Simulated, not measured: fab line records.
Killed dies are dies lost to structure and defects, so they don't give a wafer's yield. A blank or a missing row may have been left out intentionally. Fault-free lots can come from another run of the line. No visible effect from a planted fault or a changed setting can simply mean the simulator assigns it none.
fab line records | flow sky130
[record] lots = 10 | wafers = 30 | lastDay = 50
route steps=708 shown METAL3@564 VIA3@588 METAL4@598 CAP2M@605
lots with no fault: from the same line, run without faults
startH: the number of hours between the record's first day and the start of the first shown wafer of the lot | waitH: how many hours have passed since the lot's step before this one | " as in the row above | L1.1+2: a single row standing in for several wafers | - either no value or no given start | * or withheld: withheld | < > ~ a bound
route shown NAME@n: NAME is a module with steps in the file, n the number in the route of the first one | usual: mean/standard deviation of fault-free wafers | same: alike in all rows | chamber/n: place in a boat | sites: the reading at each site | _std_site: the standard deviation of these | _edge_site: outer sites' mean less inner sites' | radiusMm: for every site, how far away it sits from the centre of the wafer | mask NAME#n: copy n | behind: tool/chamber where the wafer was last shaped | hold: why the lot went on hold/how many hours it stayed there/how the hold came to an end | device: names the non-switching transistor (n, p or np) | end of line: the tests these same wafers got at the end of their route | a step with no rows: only its recipe | killed: count of dies lost to structure and defects at first sort (not the wafer's yield) | map: a wafer's dies, marking killed ones x, the rest . and places with no die _
set.NAME: the run value of the setting; set.NAME@STEP: its run value at that earlier step | model.NAME: the simulator's own value behind a step, which no gauge read
one table for each step of the route and one row for each wafer, over a sample of lots
services: when a tool's chamber went out of use (startH, in hours from the record's first day, below 0 if earlier), for how many hours, and the reason
[[steps]]
[step SKY_METAL3_OVL_MEAS_14]
[usual] METAL3_OVL = 1/4.6
lot.wafer | tool       | chamber | startH  | waitH | METAL3_OVL[nm]
L171.1    | overlay-02 | -       | 949.96  | 0.1   | 3
L171.3    | "          | -       | "       | "     | 8
L171.4    | "          | -       | "       | "     | -2
L174.4    | overlay-01 | -       | 979.41  | 0.1   | 4
L174.5    | "          | -       | "       | "     | 1
L174.6    | "          | -       | "       | "     | 4
L175.2    | overlay-02 | -       | 982.03  | 0.1   | 1
L175.3    | "          | -       | "       | "     | 9
L175.6    | "          | -       | "       | "     | 8
L176.1    | overlay-02 | -       | 985.73  | 0.1   | 8
L176.2    | "          | -       | "       | "     | 0
L176.6    | "          | -       | "       | "     | 2
L177.2    | overlay-02 | -       | 997.93  | 0.1   | -2
L177.3    | "          | -       | "       | "     | 8
L177.5    | "          | -       | "       | "     | 13
L178.1    | overlay-01 | -       | 1004.92 | 0.1   | 4
L178.3    | "          | -       | "       | "     | 3
L178.6    | "          | -       | "       | "     | 4
L181.2    | overlay-02 | -       | 1028.33 | 0.1   | -5
L181.4    | "          | -       | "       | "     | 0
L181.5    | "          | -       | "       | "     | 8
L182.2    | overlay-01 | -       | 1034.38 | 0.1   | 10
L182.3    | "          | -       | "       | "     | -4
L182.6    | "          | -       | "       | "     | 0
L183.3    | overlay-02 | -       | 1041.04 | 0.1   | 3
L183.4    | "          | -       | "       | "     | 3
L183.6    | "          | -       | "       | "     | 0
L185.1    | overlay-02 | -       | 1043.22 | 0.1   | -3
L185.5    | "          | -       | "       | "     | -5
L185.6    | "          | -       | "       | "     | 2
[step SKY_VIA3_ETCH_15]
[recipe] target = SiO2 | chemistry = C4F8/O2/Ar | targetDepthNm = 507 | stopOn = TiN | maskMaterial = KrF-thick | sourceW = 1500 | biasW = 1200 | pressureMtorr = 40 | c4f8FlowSccm = withheld | O2_flow_sccm = 6 | Ar_flow_sccm = 300 | timeS = 78
[usual] oesProductAu = 0.946/0.0054
lot.wafer | tool       | chamber | startH  | waitH | oesProductAu
L171.1    | rieDiel-01 | 3       | 977.20  | 0.0   | 0.955
L171.3    | "          | 2       | "       | "     | 0.953
L171.4    | "          | 2       | "       | "     | 0.933
L174.4    | rieDiel-04 | 1       | 1005.85 | 0.0   | 0.947
L174.5    | "          | 3       | "       | "     | 0.940
L174.6    | "          | 0       | "       | "     | 0.943
L175.2    | rieDiel-03 | 2       | 1009.02 | 0.0   | 0.946
L175.3    | "          | 1       | "       | "     | 0.956
L175.6    | "          | 3       | "       | "     | 0.941
L176.1    | rieDiel-03 | 0       | 1011.85 | 0.0   | 0.951
L176.2    | "          | 2       | "       | "     | 0.943
L176.6    | "          | 0       | "       | "     | 0.954
L177.2    | rieDiel-04 | 0       | 1023.95 | 0.0   | 0.944
L177.3    | "          | 2       | "       | "     | 0.934
L177.5    | "          | 1       | "       | "     | 0.942
L178.1    | rieDiel-03 | 3       | 1031.75 | 0.0   | 0.939
L178.3    | "          | 1       | "       | "     | 0.944
L178.6    | "          | 1       | "       | "     | 0.945
L181.2    | rieDiel-03 | 0       | 1053.50 | 0.0   | 0.939
L181.4    | "          | 3       | "       | "     | 0.947
L181.5    | "          | 2       | "       | "     | 0.946
L182.2    | rieDiel-04 | 0       | 1059.75 | 0.0   | 0.949
L182.3    | "          | 1       | "       | "     | 0.943
L182.6    | "          | 2       | "       | "     | 0.940
L183.3    | rieDiel-03 | 0       | 1064.70 | 0.0   | 0.945
L183.4    | "          | 2       | "       | "     | 0.946
L183.6    | "          | 1       | "       | "     | 0.937
L185.1    | rieDiel-03 | 3       | 1068.05 | 0.0   | 0.951
L185.5    | "          | 1       | "       | "     | 0.950
L185.6    | "          | 0       | "       | "     | 0.943
[step SKY_METAL4_SPUTTER_00]
[recipe] material = Ti | targetThkNm = 15 | powerW = 3000 | timeS = 10 | chamberPressurePa = 0.4
[usual] throttleValvePct = 30.6/0.78
lot.wafer | tool          | chamber | startH  | waitH | throttleValvePct
L171.1    | pvdSputter-04 | -       | 978.72  | 0.2   | 31.0
L171.3    | "             | -       | "       | "     | 30.8
L171.4    | "             | -       | "       | "     | 30.4
L174.4    | pvdSputter-04 | -       | 1007.17 | 0.1   | 30.6
L174.5    | "             | -       | "       | "     | 31.0
L174.6    | "             | -       | "       | "     | 31.2
L175.2    | pvdSputter-04 | -       | 1010.52 | 0.2   | 30.4
L175.3    | "             | -       | "       | "     | 30.9
L175.6    | "             | -       | "       | "     | 30.3
L176.1    | pvdSputter-03 | -       | 1013.60 | 0.2   | 30.7
L176.2    | "             | -       | "       | "     | 29.5
L176.6    | "             | -       | "       | "     | 32.0
L177.2    | pvdSputter-04 | -       | 1025.49 | 0.1   | 30.9
L177.3    | "             | -       | "       | "     | 30.7
L177.5    | "             | -       | "       | "     | 30.7
L178.1    | pvdSputter-03 | -       | 1033.22 | 0.1   | 29.5
L178.3    | "             | -       | "       | "     | 30.4
L178.6    | "             | -       | "       | "     | 30.6
L181.2    | pvdSputter-03 | -       | 1054.84 | 0.2   | 29.5
L181.4    | "             | -       | "       | "     | 29.6
L181.5    | "             | -       | "       | "     | 30.5
L182.2    | pvdSputter-02 | -       | 1061.16 | 0.1   | 31.7
L182.3    | "             | -       | "       | "     | 29.9
L182.6    | "             | -       | "       | "     | 30.9
L183.3    | pvdSputter-04 | -       | 1066.08 | 0.2   | 31.0
L183.4    | "             | -       | "       | "     | 30.6
L183.6    | "             | -       | "       | "     | 30.3
L185.1    | pvdSputter-02 | -       | 1069.37 | 0.1   | 30.3
L185.5    | "             | -       | "       | "     | 29.8
L185.6    | "             | -       | "       | "     | 30.3
[step SKY_CAP2M_SPUTTER_02]
[recipe] material = TiN | targetThkNm = 200 | tempC = 300 | powerW = 6500 | timeS = 166.7 | chamberPressurePa = 0.4
[usual] throttleValvePct = 30.1/1.1
lot.wafer | tool          | chamber | startH  | waitH | throttleValvePct
L171.1    | pvdSputter-02 | -       | 978.96  | 0.1   | 30.0
L171.3    | "             | -       | "       | "     | 32.0
L171.4    | "             | -       | "       | "     | 30.9
L174.4    | pvdSputter-01 | -       | 1007.41 | 0.0   | 27.7
L174.5    | "             | -       | "       | "     | 29.8
L174.6    | "             | -       | "       | "     | 27.9
L175.2    | pvdSputter-01 | -       | 1010.77 | 0.0   | 29.8
L175.3    | "             | -       | "       | "     | 31.1
L175.6    | "             | -       | "       | "     | 30.3
L176.1    | pvdSputter-01 | -       | 1013.83 | 0.1   | 30.1
L176.2    | "             | -       | "       | "     | 30.9
L176.6    | "             | -       | "       | "     | 28.1
L177.2    | pvdSputter-02 | -       | 1025.72 | 0.0   | 30.3
L177.3    | "             | -       | "       | "     | 30.8
L177.5    | "             | -       | "       | "     | 29.7
L178.1    | pvdSputter-02 | -       | 1033.46 | 0.1   | 31.0
L178.3    | "             | -       | "       | "     | 30.4
L178.6    | "             | -       | "       | "     | 30.0
L181.2    | pvdSputter-02 | -       | 1055.08 | 0.0   | 30.9
L181.4    | "             | -       | "       | "     | 30.2
L181.5    | "             | -       | "       | "     | 30.2
L182.2    | pvdSputter-01 | -       | 1061.39 | 0.0   | 29.7
L182.3    | "             | -       | "       | "     | 31.3
L182.6    | "             | -       | "       | "     | 27.9
L183.3    | pvdSputter-01 | -       | 1066.32 | 0.0   | 30.9
L183.4    | "             | -       | "       | "     | 30.0
L183.6    | "             | -       | "       | "     | 29.7
L185.1    | pvdSputter-01 | -       | 1069.60 | 0.1   | 27.9
L185.5    | "             | -       | "       | "     | 27.8
L185.6    | "             | -       | "       | "     | 29.8
[step SKY_CAP2M_RS_MEAS_03]
[recipe] thkMeasGauge = four-point-probe | reads = TiN_of_CAP2M_SPUTTER_02
[usual] CAP2M_TIN_RS = 6.91/0.077
lot.wafer | tool         | chamber | startH  | waitH | CAP2M_TIN_RS[ohm/sq]
L171.1    | filmMetro-02 | -       | 979.07  | 0.1   | 6.93
L171.3    | "            | -       | "       | "     | 6.86
L171.4    | "            | -       | "       | "     | 6.90
L174.4    | filmMetro-02 | -       | 1007.58 | 0.1   | 6.98
L174.5    | "            | -       | "       | "     | 6.95
L174.6    | "            | -       | "       | "     | 6.96
L175.2    | filmMetro-02 | -       | 1010.90 | 0.1   | 6.93
L175.3    | "            | -       | "       | "     | 6.89
L175.6    | "            | -       | "       | "     | 6.89
L176.1    | filmMetro-04 | -       | 1013.94 | 0.1   | 6.81
L176.2    | "            | -       | "       | "     | 6.80
L176.6    | "            | -       | "       | "     | 6.78
L177.2    | filmMetro-02 | -       | 1025.85 | 0.1   | 6.91
L177.3    | "            | -       | "       | "     | 6.91
L177.5    | "            | -       | "       | "     | 6.96
L178.1    | filmMetro-02 | -       | 1033.57 | 0.1   | 6.89
L178.3    | "            | -       | "       | "     | 6.95
L178.6    | "            | -       | "       | "     | 6.98
L181.2    | filmMetro-01 | -       | 1055.21 | 0.1   | 6.80
L181.4    | "            | -       | "       | "     | 6.77
L181.5    | "            | -       | "       | "     | 6.82
L182.2    | filmMetro-01 | -       | 1061.52 | 0.1   | 6.90
L182.3    | "            | -       | "       | "     | 6.87
L182.6    | "            | -       | "       | "     | 6.86
L183.3    | filmMetro-02 | -       | 1066.47 | 0.1   | 6.91
L183.4    | "            | -       | "       | "     | 6.93
L183.6    | "            | -       | "       | "     | 6.87
L185.1    | filmMetro-04 | -       | 1069.71 | 0.1   | 6.89
L185.5    | "            | -       | "       | "     | 6.83
L185.6    | "            | -       | "       | "     | 11.95
[step SKY_CAP2M_THK_MEAS_04]
[recipe] thkMeasGauge = xrf | reads = TiN_of_CAP2M_SPUTTER_02
[usual] CAP2M_TIN_THK = 201.7/2.6
lot.wafer | tool         | chamber | startH  | waitH | CAP2M_TIN_THK[nm]
L171.1    | filmMetro-02 | -       | 979.19  | 0.1   | 200.6
L171.3    | "            | -       | "       | "     | 202.0
L171.4    | "            | -       | "       | "     | 201.3
L174.4    | filmMetro-02 | -       | 1007.67 | 0.1   | 199.6
L174.5    | "            | -       | "       | "     | 199.5
L174.6    | "            | -       | "       | "     | 199.9
L175.2    | filmMetro-02 | -       | 1011.01 | 0.1   | 201.6
L175.3    | "            | -       | "       | "     | 203.0
L175.6    | "            | -       | "       | "     | 201.6
L176.1    | filmMetro-04 | -       | 1014.06 | 0.1   | 205.2
L176.2    | "            | -       | "       | "     | 206.2
L176.6    | "            | -       | "       | "     | 207.6
L177.2    | filmMetro-02 | -       | 1025.96 | 0.1   | 200.3
L177.3    | "            | -       | "       | "     | 200.6
L177.5    | "            | -       | "       | "     | 199.8
L178.1    | filmMetro-02 | -       | 1033.69 | 0.1   | 201.5
L178.3    | "            | -       | "       | "     | 199.7
L178.6    | "            | -       | "       | "     | 199.1
L181.2    | filmMetro-01 | -       | 1055.32 | 0.1   | 205.3
L181.4    | "            | -       | "       | "     | 207.3
L181.5    | "            | -       | "       | "     | 205.3
L182.2    | filmMetro-01 | -       | 1061.63 | 0.1   | 202.3
L182.3    | "            | -       | "       | "     | 202.0
L182.6    | "            | -       | "       | "     | 203.5
L183.3    | filmMetro-02 | -       | 1066.57 | 0.1   | 200.8
L183.4    | "            | -       | "       | "     | 199.8
L183.6    | "            | -       | "       | "     | 201.8
L185.1    | filmMetro-04 | -       | 1069.83 | 0.1   | 203.5
L185.5    | "            | -       | "       | "     | 204.7
L185.6    | "            | -       | "       | "     | 119.2
[step SKY_CAP2M_METAL_ETCH_13]
[recipe] targetDepthNm = 220 | stopOn = SiO2 | chemistry = Cl2/BCl3 | target = TiN | pressureMtorr = 10 | icpW = 900 | biasW = 48.5 | Cl2_flow_sccm = 60 | bcl3FlowSccm = 30 | timeS = 62.9
[usual] drypumpMotorCurrentA = 5.9/0.42 | oesProductAu = 0.940/0.0076 | throttleValvePct = 21.902/0.0097
lot.wafer | tool        | chamber | startH  | waitH | drypumpMotorCurrentA | oesProductAu | rfHoursCounterH | throttleValvePct
L171.1    | rieMetal-04 | 0       | 1004.09 | 0.0   | 5.6                  | 0.938        | 5               | 21.906
L171.3    | "           | 1       | "       | "     | 5.9                  | 0.938        | -               | 21.896
L171.4    | "           | 0       | "       | "     | 5.6                  | 0.943        | -               | 21.913
L174.4    | rieMetal-02 | 0       | 1031.66 | 0.0   | 5.3                  | 0.935        | -               | 21.897
L174.5    | "           | 1       | "       | "     | 6.3                  | 0.941        | -               | 21.908
L174.6    | "           | 0       | "       | "     | 5.3                  | 0.934        | -               | 21.890
L175.2    | rieMetal-03 | 1       | 1034.64 | 0.0   | 6.3                  | 0.942        | 4               | 21.907
L175.3    | "           | 1       | "       | "     | 6.3                  | 0.932        | -               | 21.906
L175.6    | "           | 1       | "       | "     | 6.3                  | 0.936        | -               | 21.901
L176.1    | rieMetal-03 | 1       | 1037.94 | 0.0   | 6.4                  | 0.948        | 5               | 21.903
L176.2    | "           | 0       | "       | "     | 5.5                  | 0.959        | 16              | 21.907
L176.6    | "           | 0       | "       | "     | 5.5                  | 0.952        | -               | 21.890
L177.2    | rieMetal-02 | 0       | 1049.69 | 0.0   | 5.4                  | 0.938        | 11              | 21.897
L177.3    | "           | 0       | "       | "     | 5.4                  | 0.938        | -               | 21.912
L177.5    | "           | 1       | "       | "     | 6.3                  | 0.932        | -               | 21.899
L178.1    | rieMetal-03 | 1       | 1056.79 | 0.0   | 6.3                  | 0.931        | 6               | 21.907
L178.3    | "           | 1       | "       | "     | 6.3                  | 0.935        | -               | 21.912
L178.6    | "           | 0       | "       | "     | 5.5                  | 0.938        | -               | 21.900
L181.2    | rieMetal-02 | 1       | 1077.39 | 0.0   | 6.3                  | 0.955        | 18              | 21.907
L181.4    | "           | 0       | "       | "     | 5.4                  | 0.945        | -               | 21.911
L181.5    | "           | 0       | "       | "     | 5.4                  | 0.937        | -               | 21.876
L182.2    | rieMetal-03 | 0       | 1084.29 | 0.0   | 5.5                  | 0.942        | 19              | 21.913
L182.3    | "           | 1       | "       | "     | 6.3                  | 0.946        | -               | 21.920
L182.6    | "           | 0       | "       | "     | 5.5                  | 0.947        | -               | 21.901
L183.3    | rieMetal-02 | 0       | 1088.91 | 0.0   | 5.4                  | 0.941        | -               | 21.889
L183.4    | "           | 1       | "       | "     | 6.3                  | 0.942        | -               | 21.893
L183.6    | "           | 0       | "       | "     | 5.4                  | 0.950        | -               | 21.907
L185.1    | rieMetal-03 | 0       | 1091.74 | 0.0   | 5.5                  | 0.938        | 20              | 21.895
L185.5    | "           | 1       | "       | "     | 6.3                  | 0.943        | -               | 21.901
L185.6    | "           | 0       | "       | "     | 5.5                  | 0.710        | -               | 22.050
[[services]]
tool          | chamber | startH  | hours | kind
pvdSputter-04 | 0       | 958.13  | -     | consumableReplace:kit
pvdSputter-04 | 0       | 958.13  | 18.0  | scheduledDown
pvdSputter-04 | 0       | 958.13  | 18.0  | ventCycle
rieDiel-03    | 2       | 961.05  | 5.2   | repair
rieDiel-04    | 3       | 964.39  | 1.2   | repair
pvdSputter-01 | 0       | 966.51  | -     | consumableReplace:kit
pvdSputter-01 | 0       | 966.51  | 18.0  | scheduledDown
pvdSputter-01 | 0       | 966.51  | 18.0  | ventCycle
rieDiel-01    | 0       | 971.24  | 10.1  | repair
pvdSputter-01 | -       | 977.75  | 1.7   | repair
pvdSputter-04 | -       | 988.61  | 3.7   | repair
pvdSputter-01 | -       | 1022.04 | 2.3   | repair
rieDiel-04    | -       | 1030.92 | 0.2   | repair
pvdSputter-03 | 3       | 1033.97 | -     | consumableReplace:kit
pvdSputter-03 | 3       | 1033.97 | 18.0  | scheduledDown
rieDiel-01    | 2       | 1044.20 | 4.7   | repair
pvdSputter-03 | -       | 1066.26 | 3.9   | repair
pvdSputter-02 | 2       | 1083.89 | -     | consumableReplace:kit
pvdSputter-02 | 2       | 1083.89 | 18.0  | scheduledDown
pvdSputter-02 | 2       | 1083.89 | 18.0  | ventCycle
pvdSputter-01 | 3       | 1084.71 | -     | consumableReplace:kit
pvdSputter-01 | 3       | 1084.71 | 18.0  | scheduledDown
pvdSputter-01 | 3       | 1084.71 | 18.0  | ventCycle
pvdSputter-01 | -       | 1090.70 | 10.6  | repair
[[key]]
[firstSign] step = SKY_CAP2M_RS_MEAS_03 | reading = CAP2M_TIN_RS | direction = up | sigmas = 66 | usual = 6.91 | struck = 11.95
[effect] step = SKY_CAP2M_THK_MEAS_04 | reading = CAP2M_TIN_THK | direction = down | sigmas = 32 | usual = 201.7 | struck = 119.2
[effect] step = SKY_CAP2M_METAL_ETCH_13 | reading = oesProductAu | direction = down | sigmas = 30 | usual = 0.940 | struck = 0.710
metAt SKY_CAP2M_SPUTTER_02
struckLots L185
struckWafers L185.6
notActingAt SKY_METAL3_OVL_MEAS_14,SKY_VIA3_ETCH_15,SKY_METAL4_SPUTTER_00
onsetBetween 1066.32 1069.60
[fault] kind = processParameterDrift | tool = pvdSputter-01 | chamber = - | onsetH = 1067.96 | steps = SKY_CAP2M_SPUTTER_02 | channel = targetThkNm | offset = -84.173 | shape = step | endH = 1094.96 | scope = struckWafersOnly | actsIn = theseRecipesOnly | stated = 200
